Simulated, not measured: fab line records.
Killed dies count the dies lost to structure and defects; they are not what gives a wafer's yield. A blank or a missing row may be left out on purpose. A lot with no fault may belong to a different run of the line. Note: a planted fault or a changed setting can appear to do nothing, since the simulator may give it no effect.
Matching of chambers	flow sky130	SKY_VIA2_CMP_02 on cmp-01: 4 sister chambers
The step polishes SiO2. 15 wafers are shown with their chamber, then 7 later ones without.

WAFERS PAIRED WITH THEIR CHAMBERS
wafer	chamber	motor current A (A)
L665.1	2	13.3
L665.3	0	10.3
L665.6	3	12.4
L666.1	1	11.7
L666.3	3	12.6
L666.5	1	12.1
L667.2	1	11.7
L667.4	0	10.7
L667.5	2	12.5
L674.4	0	10.1
L674.5	0	10.5
L674.6	3	12.1
L675.1	2	13.7
L675.2	3	11.4
L675.5	2	12.7

SIGNATURES, as means of the wafers listed above
reading	chamber 0	chamber 1	chamber 2	chamber 3	scatter within a chamber
motor current A	10.400	11.833	13.050	12.125	0.431
Rule: a wafer lies at a distance from a chamber equal to the root of the sum of squares, over the readings, of (its reading less the chamber's mean, divided by the reading's scatter). The wafer belongs to the nearest chamber; if the next one is less than 2 further off, it can't be placed. How the scatter is found: for the shown wafers, subtract from each reading the mean of its chamber, square and add these, divide the total by (wafers less chambers), then take the root.

WAFERS WHOSE CHAMBER IS MISSING
wafer	motor current A (A)
L676.2	10.4
L676.4	10.6
L676.6	11.8
L679.4	11.7
L679.5	11.0
L679.6	10.4
L681.3	12.9

CHAMBER TAKEN BY EACH
wafer	from the rows above	in truth
L676.2	0	0
L676.4	0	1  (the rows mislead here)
L676.6	can't be placed: 1 or 3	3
L679.4	can't be placed: 1 or 3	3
L679.5	can't be placed: 0 or 1 or 3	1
L679.6	0	0
L681.3	can't be placed: 2 or 3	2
Placed correctly: 2 of 7. Cannot be placed on the basis of these rows: 4; the candidates contain the true chamber in 4. 1 placed wrongly.
